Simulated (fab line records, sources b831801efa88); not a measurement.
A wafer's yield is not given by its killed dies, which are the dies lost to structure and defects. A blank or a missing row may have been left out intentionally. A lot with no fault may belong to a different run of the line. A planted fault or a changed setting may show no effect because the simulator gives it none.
fab line records :: flow gf180mcu
[record]
  lots = 6
  wafers = 18
  lastDay = 33
route steps=602 shown NWELL@46 LVPWELL@54
lots with no fault: from the same line, run without faults
startH: start of the lot's first displayed wafer, in hours after the record's first day :: waitH: time in hours since the lot's previous step :: " same as the row above :: L1.1+2: a single row standing in for several wafers :: - no value, or no start was given :: * or withheld: withheld :: < > ~ a bound
route shown NAME@n: a module of which the file shows steps, and the number in the route of the first :: usual: mean and standard deviation over wafers with no fault :: same: alike in all rows :: chamber/n: place in a boat :: sites: each site's reading :: _std_site: the values' standard deviation :: _edge_site: inner sites' mean taken away from outer sites' mean :: radiusMm: how far each site lies from the wafer's centre :: mask NAME#n: copy n :: behind: tool/chamber where the wafer was last shaped :: hold: why the lot was held/for how many hours/how that ended :: device: names the non-switching transistor (n, p or np) :: end of line: at the end of the route, the tests of the same wafers :: where a step has no rows: the recipe by itself :: killed: the dies lost at the first sort to structure and to defects; this is not the yield of the wafer :: map: a wafer's dies, marking killed ones x, the rest . and places with no die _
set.NAME: the setting the step ran with; set.NAME@STEP: the setting that earlier step ran with :: model.NAME: the simulator's own value behind a step, which no gauge read
lots seen at some steps along the route; tables by step, rows by wafer
services: a tool's chamber out of use, with start hour (startH, from the record's first day; less than 0 if before it), hours out, and reason
[[steps]]
[step GF_NWELL_EXPOSE_04]
[recipe]
  maskId = Nwell
  targetCdNm = 860
  na = 0.6
  sourceShape = conventional
  sigmaOuter = 0.6
  doseMj = 260
[step GF_NWELL_PEB_05]
[recipe]
  tempC = 115
  timeS = withheld
[step GF_NWELL_DEVELOP_06]
[recipe]
  wallAngleDeg = 90
  developTimeS = 60
  devTempC = 23
[step GF_NWELL_OVL_MEAS_07]
[usual]
  NWELL_OVL = -0.8/1.2
lot.wafer: L189.2
tool: overlay-02
chamber: -
startH: 83.19
waitH: -
NWELL_OVL[nm]: 1.3

lot.wafer: L189.3
tool: overlay-02
chamber: -
startH: 83.19
waitH: -
NWELL_OVL[nm]: -0.2

lot.wafer: L189.6
tool: overlay-02
chamber: -
startH: 83.19
waitH: -
NWELL_OVL[nm]: -1.1

lot.wafer: L192.1
tool: overlay-01
chamber: -
startH: 98.03
waitH: -
NWELL_OVL[nm]: 0.3

lot.wafer: L192.3
tool: overlay-01
chamber: -
startH: 98.03
waitH: -
NWELL_OVL[nm]: -2.7

lot.wafer: L192.6
tool: overlay-01
chamber: -
startH: 98.03
waitH: -
NWELL_OVL[nm]: -0.8

lot.wafer: L198.2
tool: overlay-02
chamber: -
startH: 132.02
waitH: -
NWELL_OVL[nm]: 1.1

lot.wafer: L198.4
tool: overlay-02
chamber: -
startH: 132.02
waitH: -
NWELL_OVL[nm]: -0.1

lot.wafer: L198.5
tool: overlay-02
chamber: -
startH: 132.02
waitH: -
NWELL_OVL[nm]: -1.1

lot.wafer: L200.1
tool: overlay-01
chamber: -
startH: 142.78
waitH: -
NWELL_OVL[nm]: -0.9

lot.wafer: L200.4
tool: overlay-01
chamber: -
startH: 142.78
waitH: -
NWELL_OVL[nm]: -1.5

lot.wafer: L200.5
tool: overlay-01
chamber: -
startH: 142.78
waitH: -
NWELL_OVL[nm]: -1.0

lot.wafer: L202.1
tool: overlay-02
chamber: -
startH: 154.76
waitH: -
NWELL_OVL[nm]: -0.9

lot.wafer: L202.3
tool: overlay-02
chamber: -
startH: 154.76
waitH: -
NWELL_OVL[nm]: -2.7

lot.wafer: L202.4
tool: overlay-02
chamber: -
startH: 154.76
waitH: -
NWELL_OVL[nm]: -2.0

lot.wafer: L204.2
tool: overlay-02
chamber: -
startH: 163.93
waitH: -
NWELL_OVL[nm]: -2.3

lot.wafer: L204.3
tool: overlay-02
chamber: -
startH: 163.93
waitH: -
NWELL_OVL[nm]: 1.1

lot.wafer: L204.6
tool: overlay-02
chamber: -
startH: 163.93
waitH: -
NWELL_OVL[nm]: -1.1
[step GF_NWELL_IMPLANT_08]
[recipe]
  species = P
  energyKev = 450
  doseCm2 = 1.5e+13
  tiltDeg = 0
[step GF_NWELL_IMPLANT_09]
[recipe]
  species = P
  energyKev = 160
  doseCm2 = 4e+12
  tiltDeg = 0
[step GF_NWELL_STRIP_10]
[recipe]
  chemistry = O2/N2
  powerW = 1400
  pressureMtorr = 1500
  platenTempC = 250
  o2FlowSccm = 3000
  n2FlowSccm = 300
  overashFraction = 0.5
[usual]
  drypumpMotorCurrentA = 5.7/0.36
  heaterPowerW = 332/41
  oesProductAu = 0.723/0.0049
  stripTimeToEndpointS = 36.94/0.11
lot.wafer: L189.2
tool: plasmaAsher-02
chamber: 0
startH: 83.52
waitH: 0.1
drypumpMotorCurrentA: 6.2
heaterPowerW: 362
oesProductAu: 0.718
rfHoursCounterH: 29
stripTimeToEndpointS: 36.90

lot.wafer: L189.3
tool: plasmaAsher-02
chamber: 1
startH: 83.52
waitH: 0.1
drypumpMotorCurrentA: 5.7
heaterPowerW: 358
oesProductAu: 0.724
rfHoursCounterH: -
stripTimeToEndpointS: 36.96

lot.wafer: L189.6
tool: plasmaAsher-02
chamber: 1
startH: 83.52
waitH: 0.1
drypumpMotorCurrentA: 5.7
heaterPowerW: 351
oesProductAu: 0.722
rfHoursCounterH: -
stripTimeToEndpointS: 36.81

lot.wafer: L192.1
tool: plasmaAsher-04
chamber: 0
startH: 98.37
waitH: 0.1
drypumpMotorCurrentA: 5.5
heaterPowerW: 343
oesProductAu: 0.725
rfHoursCounterH: 42
stripTimeToEndpointS: 36.99

lot.wafer: L192.3
tool: plasmaAsher-04
chamber: 0
startH: 98.37
waitH: 0.1
drypumpMotorCurrentA: 5.5
heaterPowerW: 329
oesProductAu: 0.728
rfHoursCounterH: -
stripTimeToEndpointS: 36.91

lot.wafer: L192.6
tool: plasmaAsher-04
chamber: 1
startH: 98.37
waitH: 0.1
drypumpMotorCurrentA: 5.3
heaterPowerW: 280
oesProductAu: 0.727
rfHoursCounterH: -
stripTimeToEndpointS: 37.02

lot.wafer: L198.2
tool: plasmaAsher-02
chamber: 0
startH: 132.35
waitH: 0.1
drypumpMotorCurrentA: 6.2
heaterPowerW: 371
oesProductAu: 0.723
rfHoursCounterH: 35
stripTimeToEndpointS: 36.86

lot.wafer: L198.4
tool: plasmaAsher-02
chamber: 1
startH: 132.35
waitH: 0.1
drypumpMotorCurrentA: 5.7
heaterPowerW: 344
oesProductAu: 0.717
rfHoursCounterH: -
stripTimeToEndpointS: 36.85

lot.wafer: L198.5
tool: plasmaAsher-02
chamber: 1
startH: 132.35
waitH: 0.1
drypumpMotorCurrentA: 5.7
heaterPowerW: 357
oesProductAu: 0.726
rfHoursCounterH: -
stripTimeToEndpointS: 36.75

lot.wafer: L200.1
tool: plasmaAsher-04
chamber: 1
startH: 143.11
waitH: 0.1
drypumpMotorCurrentA: 5.3
heaterPowerW: 276
oesProductAu: 0.722
rfHoursCounterH: 47
stripTimeToEndpointS: 37.12

lot.wafer: L200.4
tool: plasmaAsher-04
chamber: 1
startH: 143.11
waitH: 0.1
drypumpMotorCurrentA: 5.2
heaterPowerW: 286
oesProductAu: 0.726
rfHoursCounterH: -
stripTimeToEndpointS: 37.01

lot.wafer: L200.5
tool: plasmaAsher-04
chamber: 0
startH: 143.11
waitH: 0.1
drypumpMotorCurrentA: 5.5
heaterPowerW: 328
oesProductAu: 0.722
rfHoursCounterH: -
stripTimeToEndpointS: 37.09

lot.wafer: L202.1
tool: plasmaAsher-02
chamber: 1
startH: 155.10
waitH: 0.1
drypumpMotorCurrentA: 5.7
heaterPowerW: 348
oesProductAu: 0.714
rfHoursCounterH: 38
stripTimeToEndpointS: 36.83

lot.wafer: L202.3
tool: plasmaAsher-02
chamber: 1
startH: 155.10
waitH: 0.1
drypumpMotorCurrentA: 5.7
heaterPowerW: 341
oesProductAu: 0.732
rfHoursCounterH: -
stripTimeToEndpointS: 36.93

lot.wafer: L202.4
tool: plasmaAsher-02
chamber: 0
startH: 155.10
waitH: 0.1
drypumpMotorCurrentA: 6.3
heaterPowerW: 359
oesProductAu: 0.726
rfHoursCounterH: -
stripTimeToEndpointS: 36.95

lot.wafer: L204.2
tool: plasmaAsher-04
chamber: 0
startH: 164.26
waitH: 0.1
drypumpMotorCurrentA: 5.5
heaterPowerW: 337
oesProductAu: 0.718
rfHoursCounterH: 50
stripTimeToEndpointS: 36.96

lot.wafer: L204.3
tool: plasmaAsher-04
chamber: 1
startH: 164.26
waitH: 0.1
drypumpMotorCurrentA: 5.2
heaterPowerW: 280
oesProductAu: 0.725
rfHoursCounterH: -
stripTimeToEndpointS: 36.87

lot.wafer: L204.6
tool: plasmaAsher-04
chamber: 1
startH: 164.26
waitH: 0.1
drypumpMotorCurrentA: 5.3
heaterPowerW: 283
oesProductAu: 0.710
rfHoursCounterH: -
stripTimeToEndpointS: 36.85
[step GF_NWELL_TW_MEAS_11]
[usual]
  NWELL_TW = 1568/17
lot.wafer: L189.2
tool: filmMetro-03
chamber: -
startH: 83.63
waitH: 0.1
NWELL_TW: 1541

lot.wafer: L189.3
tool: filmMetro-03
chamber: -
startH: 83.63
waitH: 0.1
NWELL_TW: 1544

lot.wafer: L189.6
tool: filmMetro-03
chamber: -
startH: 83.63
waitH: 0.1
NWELL_TW: 1547

lot.wafer: L192.1
tool: filmMetro-02
chamber: -
startH: 98.47
waitH: 0.1
NWELL_TW: 1589

lot.wafer: L192.3
tool: filmMetro-02
chamber: -
startH: 98.47
waitH: 0.1
NWELL_TW: 1591

lot.wafer: L192.6
tool: filmMetro-02
chamber: -
startH: 98.47
waitH: 0.1
NWELL_TW: 1581

lot.wafer: L198.2
tool: filmMetro-03
chamber: -
startH: 132.46
waitH: 0.1
NWELL_TW: 1555

lot.wafer: L198.4
tool: filmMetro-03
chamber: -
startH: 132.46
waitH: 0.1
NWELL_TW: 1556

lot.wafer: L198.5
tool: filmMetro-03
chamber: -
startH: 132.46
waitH: 0.1
NWELL_TW: 1546

lot.wafer: L200.1
tool: filmMetro-02
chamber: -
startH: 143.21
waitH: 0.1
NWELL_TW: 1586

lot.wafer: L200.4
tool: filmMetro-02
chamber: -
startH: 143.21
waitH: 0.1
NWELL_TW: 1586

lot.wafer: L200.5
tool: filmMetro-02
chamber: -
startH: 143.21
waitH: 0.1
NWELL_TW: 1595

lot.wafer: L202.1
tool: filmMetro-03
chamber: -
startH: 155.20
waitH: 0.1
NWELL_TW: 1563

lot.wafer: L202.3
tool: filmMetro-03
chamber: -
startH: 155.20
waitH: 0.1
NWELL_TW: 1558

lot.wafer: L202.4
tool: filmMetro-03
chamber: -
startH: 155.20
waitH: 0.1
NWELL_TW: 1563

lot.wafer: L204.2
tool: filmMetro-03
chamber: -
startH: 164.37
waitH: 0.1
NWELL_TW: 1568

lot.wafer: L204.3
tool: filmMetro-03
chamber: -
startH: 164.37
waitH: 0.1
NWELL_TW: 1568

lot.wafer: L204.6
tool: filmMetro-03
chamber: -
startH: 164.37
waitH: 0.1
NWELL_TW: 1553
[step GF_LVPWELL_DEHYDRATE_00]
[recipe]
  tempC = 200
  timeS = 60
[step GF_LVPWELL_HMDS_01]
[recipe]
  primeTimeS = 60
  primeTempC = 120
[step GF_LVPWELL_COAT_02]
[recipe]
  spinRpm = 2000
  resistThkNm = 3000
[step GF_LVPWELL_SOFTBAKE_03]
[recipe]
  tempC = 110
  timeS = withheld
[step GF_LVPWELL_EXPOSE_04]
[recipe]
  maskId = LVPWELL
  targetCdNm = 600
  na = 0.6
  sourceShape = conventional
  sigmaOuter = 0.6
  doseMj = 255.7
[same]
  na = 0.6
lot.wafer: L189.2+3+6
tool: ilineStepper-02
chamber: 0
startH: 90.43
waitH: -
mask: LVPWELL#0
model.LVPWELL.overlayXNm: -0.9695

lot.wafer: L192.1+3+6
tool: ilineStepper-02
chamber: 0
startH: 105.75
waitH: -
mask: LVPWELL#0
model.LVPWELL.overlayXNm: 127.7

lot.wafer: L198.2+4+5
tool: ilineStepper-02
chamber: 0
startH: 140.12
waitH: -
mask: LVPWELL#0
model.LVPWELL.overlayXNm: 127.5

lot.wafer: L200.1+4+5
tool: ilineStepper-01
chamber: 0
startH: 151.48
waitH: -
mask: LVPWELL#0
model.LVPWELL.overlayXNm: 0.3348

lot.wafer: L202.1+3+4
tool: ilineStepper-01
chamber: 0
startH: 163.28
waitH: -
mask: LVPWELL#0
model.LVPWELL.overlayXNm: 0.9618

lot.wafer: L204.2+3+6
tool: ilineStepper-01
chamber: 0
startH: 172.03
waitH: -
mask: LVPWELL#0
model.LVPWELL.overlayXNm: -0.02402
[step GF_LVPWELL_PEB_05]
[recipe]
  tempC = 115
  timeS = withheld
[step GF_LVPWELL_DEVELOP_06]
[recipe]
  wallAngleDeg = 90
  developTimeS = 60
  devTempC = 23
[step GF_LVPWELL_OVL_MEAS_07]
[usual]
  LVPWELL_OVL = 0.1/1.2
lot.wafer: L189.2
tool: overlay-02
chamber: -
startH: 96.79
waitH: -
hold: -
LVPWELL_OVL[nm]: 2.7

lot.wafer: L189.3
tool: overlay-02
chamber: -
startH: 96.79
waitH: -
hold: -
LVPWELL_OVL[nm]: -0.8

lot.wafer: L189.6
tool: overlay-02
chamber: -
startH: 96.79
waitH: -
hold: -
LVPWELL_OVL[nm]: 0.2

lot.wafer: L192.1
tool: overlay-02
chamber: -
startH: 112.96
waitH: -
hold: awaitDispo/0.2h/release
LVPWELL_OVL[nm]: 127.7

lot.wafer: L192.3
tool: overlay-02
chamber: -
startH: 112.96
waitH: -
hold: awaitDispo/0.2h/release
LVPWELL_OVL[nm]: 128.6

lot.wafer: L192.6
tool: overlay-02
chamber: -
startH: 112.96
waitH: -
hold: awaitDispo/0.2h/release
LVPWELL_OVL[nm]: 127.1

lot.wafer: L192.1
tool: overlay-02
chamber: -
startH: 113.17
waitH: 0.2
hold: -
LVPWELL_OVL[nm]: 126.4

lot.wafer: L192.3
tool: overlay-02
chamber: -
startH: 113.17
waitH: 0.2
hold: -
LVPWELL_OVL[nm]: 127.2

lot.wafer: L192.6
tool: overlay-02
chamber: -
startH: 113.17
waitH: 0.2
hold: -
LVPWELL_OVL[nm]: 125.9

lot.wafer: L198.2
tool: overlay-02
chamber: -
startH: 147.23
waitH: -
hold: awaitDispo/0.2h/release
LVPWELL_OVL[nm]: 128.7

lot.wafer: L198.4
tool: overlay-02
chamber: -
startH: 147.23
waitH: -
hold: awaitDispo/0.2h/release
LVPWELL_OVL[nm]: 127.1

lot.wafer: L198.5
tool: overlay-02
chamber: -
startH: 147.23
waitH: -
hold: awaitDispo/0.2h/release
LVPWELL_OVL[nm]: 128.7

lot.wafer: L198.2
tool: overlay-02
chamber: -
startH: 147.44
waitH: 0.2
hold: -
LVPWELL_OVL[nm]: 127.1

lot.wafer: L198.4
tool: overlay-02
chamber: -
startH: 147.44
waitH: 0.2
hold: -
LVPWELL_OVL[nm]: 125.9

lot.wafer: L198.5
tool: overlay-02
chamber: -
startH: 147.44
waitH: 0.2
hold: -
LVPWELL_OVL[nm]: 127.3

lot.wafer: L200.1
tool: overlay-01
chamber: -
startH: 158.81
waitH: -
hold: -
LVPWELL_OVL[nm]: 0.3

lot.wafer: L200.4
tool: overlay-01
chamber: -
startH: 158.81
waitH: -
hold: -
LVPWELL_OVL[nm]: 0.6

lot.wafer: L200.5
tool: overlay-01
chamber: -
startH: 158.81
waitH: -
hold: -
LVPWELL_OVL[nm]: 0.3

lot.wafer: L202.1
tool: overlay-01
chamber: -
startH: 171.36
waitH: -
hold: -
LVPWELL_OVL[nm]: 1.0

lot.wafer: L202.3
tool: overlay-01
chamber: -
startH: 171.36
waitH: -
hold: -
LVPWELL_OVL[nm]: -1.2

lot.wafer: L202.4
tool: overlay-01
chamber: -
startH: 171.36
waitH: -
hold: -
LVPWELL_OVL[nm]: -1.7

lot.wafer: L204.2
tool: overlay-02
chamber: -
startH: 180.03
waitH: -
hold: -
LVPWELL_OVL[nm]: -0.9

lot.wafer: L204.3
tool: overlay-02
chamber: -
startH: 180.03
waitH: -
hold: -
LVPWELL_OVL[nm]: -0.5

lot.wafer: L204.6
tool: overlay-02
chamber: -
startH: 180.03
waitH: -
hold: -
LVPWELL_OVL[nm]: 0.4
[[services]]
tool: ilineStepper-02
chamber: -
startH: 71.21
hours: 1.7
kind: pm

tool: ilineStepper-01
chamber: -
startH: 77.18
hours: 1.7
kind: pm

tool: plasmaAsher-04
chamber: -
startH: 86.47
hours: 5.2
kind: repair

tool: ilineStepper-01
chamber: 0
startH: 87.26
hours: -
kind: calibration

tool: ilineStepper-02
chamber: 0
startH: 133.22
hours: -
kind: calibration
[[key]]
[firstSign]
  step = GF_LVPWELL_OVL_MEAS_07
  reading = visit
  direction = added
[effect]
  step = GF_LVPWELL_OVL_MEAS_07
  reading = LVPWELL_OVL
  direction = up
  sigmas = 99+
  usual = 0.1
  struck = 128.0
[modelEffect]
  step = GF_LVPWELL_EXPOSE_04
  value = LVPWELL.overlayXNm
  without = 1.103
  struck = 127.6
metAt GF_LVPWELL_EXPOSE_04
struckWafers L192.1,L192.3,L192.6,L198.2,L198.4,L198.5
scrappedBehind GF_LVPWELL_OVL_MEAS_07 L192.1,L192.3,L192.6,L198.2,L198.4,L198.5
onsetBetween 90.43 105.75
[fault]
  kind = scannerMatchingOverlay
  tool = ilineStepper-02
  chamber = -
  onsetH = 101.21
  steps = GF_LVPWELL_EXPOSE_04
  offset = 126.51
